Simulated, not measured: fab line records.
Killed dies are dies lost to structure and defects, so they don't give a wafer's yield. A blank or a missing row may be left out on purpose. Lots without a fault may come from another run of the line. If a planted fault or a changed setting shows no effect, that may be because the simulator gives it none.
The tool behind it: which one? | flow gf180mcu | 36 wafers from 12 lots sampled at 2 of the route's 602 steps

WHAT THE GAUGES READ, wafer by wafer
GF_STI_THK_MEAS_02. Usual: for STI_OXIDATION_THK the level is 9.97 nm and the standard deviation is 0.22.
lot  | measured    | on            | STI_OXIDATION_THK (nm) | flag
L750 | day 1 11:31 | film metro-03 | 9.98 10.00 9.88        |
L751 | day 1 16:31 | film metro-02 | 9.94 9.83 9.77         |
L753 | day 2 02:31 | film metro-02 | 9.43 9.55 9.55         |
L754 | day 2 07:31 | film metro-04 | 10.06 10.29 10.27      |
L757 | day 2 22:31 | film metro-04 | 13.10 13.04 13.08      | OFF
L759 | day 3 08:31 | film metro-02 | 13.10 13.06 13.00      | OFF
L764 | day 4 10:37 | film metro-03 | 10.13 10.09 10.02      |
L766 | day 4 20:05 | film metro-04 | 10.21 10.13 10.27      |
L769 | day 5 10:31 | film metro-03 | 9.96 9.93 10.12        |
L771 | day 5 21:09 | film metro-03 | 10.41 10.63 10.56      |
L772 | day 6 02:26 | film metro-03 | 10.12 10.13 10.03      |
L773 | day 6 06:32 | film metro-02 | 10.02 10.02 10.22      |

WHICH TOOL RAN EACH LOT (tool, then ch and the chambers of the sampled wafers, then the start)
lot  | GF_STI_OXIDATION_01
L750 | furnace-02 ch 0, day 1 10:07
L751 | furnace-01 ch 0, day 1 15:07
L753 | furnace-01 ch 0, day 2 01:07
L754 | furnace-02 ch 0, day 2 06:07
L757 | furnace-01 ch 0, day 2 21:07
L759 | furnace-01 ch 0, day 3 07:07
L764 | furnace-02 ch 0, day 4 09:12
L766 | furnace-02 ch 0, day 4 18:42
L769 | furnace-02 ch 0, day 5 09:07
L771 | furnace-02 ch 0, day 5 19:45
L772 | furnace-01 ch 0, day 6 01:02
L773 | furnace-01 ch 0, day 6 05:08
- GF_STI_OXIDATION_01: stabilise 600 s, purge 300 s, target thk 10 nm.

WHAT THE TOOLS THEMSELVES READ (means of the sampled wafers that have a number; where no wafer has one, the mark that the record gives instead)
GF_STI_OXIDATION_01. Usual: zone power bottom pct at 26.4 %, with a standard deviation of 1.3.
lot  | tool       | zone power bottom pct (%) | flag
L750 | furnace-02 | 25.4                      |
L751 | furnace-01 | 28.0                      |
L753 | furnace-01 | 27.9                      |
L754 | furnace-02 | 25.5                      |
L757 | furnace-01 | 28.1                      |
L759 | furnace-01 | 28.0                      |
L764 | furnace-02 | 25.2                      |
L766 | furnace-02 | 25.3                      |
L769 | furnace-02 | 25.4                      |
L771 | furnace-02 | 25.3                      |
L772 | furnace-01 | 27.9                      |
L773 | furnace-01 | 27.9                      |

THE ANSWER, worked out from the rows above alone
Rule: lot off if the mean of its wafers having a number is beyond 3 standard deviations from the usual mean. A lot without any number at a reading at which 4 lots or more have one is off too. The other lots that the step has rows for count as sound. Order of review: gauges by route order, followed by the tools' own readings, for which a lot's mean as printed above is used. The first step at which some lot is off is used, and at that step the reading that is off furthest; a lot without a number counts as furthest.
Off: at GF_STI_THK_MEAS_02 (STI_OXIDATION_THK), L757, L759.
A tool fits if, at a process step before that reading, it ran every lot that is off, and no sound lot after the first of them. The gauges at GF_STI_THK_MEAS_02 are tried like those tools. None of those tried fits.

WHAT THE SIMULATOR HAD PUT IN
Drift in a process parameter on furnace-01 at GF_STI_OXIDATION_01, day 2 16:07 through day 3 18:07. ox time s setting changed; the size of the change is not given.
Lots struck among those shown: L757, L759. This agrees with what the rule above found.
